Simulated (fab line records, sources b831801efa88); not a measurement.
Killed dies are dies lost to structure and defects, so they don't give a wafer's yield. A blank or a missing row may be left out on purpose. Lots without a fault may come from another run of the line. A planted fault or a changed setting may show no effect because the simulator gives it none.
One fault seen from 2 desks | flow gf180mcu | each desk has only its own numbers; what lay behind them comes last

THE TOOL OWNER'S DESK: cvd_w-02
The tool's own readings at GF_V5_CVD_23 (deposits W, target thk 350 nm, time 104.9 s): means of the sampled wafers that have a number, for each lot that ran on this tool. A lot is out of limits, marked OUT, if its mean lies more than 4 standard deviations from the usual mean; the brackets give that distance.
Columns: A = chamber_pressure_Torr at GF_V5_CVD_23, usual 39.99 Torr; B = heater_power_outer_w at GF_V5_CVD_23, usual 505 W; C = heater_power_w at GF_V5_CVD_23, usual 816 W
lot  | first seen here | A               | B   | C
L864 | day 28 09:11    | 42.78 (+33) OUT | 487 | 768
L865 | day 28 17:40    | 42.92 (+34) OUT | 481 | 760
L866 | day 29 04:44    | 42.85 (+34) OUT | 492 | 771
L881 | day 33 05:59    | 39.92           | 497 | 785
This desk's finding: out of limits on L864, L865, L866; first on L864, day 28 09:11 (chamber_pressure_Torr at GF_V5_CVD_23). In limits: L881.

THE METROLOGY DESK
What the gauges read, lot by lot, whatever tool the lot ran on: means of the sampled wafers that have a number. A lot is out of limits, marked OUT, if its mean lies more than 4 standard deviations from the usual mean; the brackets give that distance.
Columns: A = cd_nm at GF_V5_CD_MEAS_14, usual 259.6 nm; B = V5_OVL at GF_V5_OVL_MEAS_15, usual -2 nm; C = V5_W_RS at GF_V5_RS_MEAS_24, usual 0.323 ohm/sq
lot  | first seen here | A     | B  | C
L860 | day 27 05:17    | 259.8 | 1  | 0.331
L864 | day 28 08:14    | 261.1 | 1  | 0.303
L865 | day 28 16:43    | 259.5 | -7 | 0.305
L866 | day 29 03:49    | 258.7 | -2 | 0.307
L879 | day 32 16:59    | 260.9 | 2  | 0.324
L881 | day 33 05:02    | 259.1 | -1 | 0.323
L882 | day 33 06:53    | 257.7 | -3 | 0.326
This desk's finding: nothing out of limits on any of the 7 lots.

PUT TOGETHER
The tool owner's desk could have raised an alarm at day 28 09:11, on L864, L865, L866.
The metrology desk saw nothing out of limits.
The metrology desk has L864, L865, L866 on record, within its limits.
Of the lots named, all ran GF_V5_CVD_23 on cvd_w-02.

WHAT THE SIMULATOR HAD PUT IN
Process parameter drift: cvd_w-02, from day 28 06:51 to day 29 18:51, at GF_V5_CVD_23. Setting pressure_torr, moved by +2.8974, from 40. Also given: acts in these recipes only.
Lots struck among those shown: L864, L865, L866.
Hours from the fault's start to each desk's first reading out of limits: the tool owner's desk, 2.
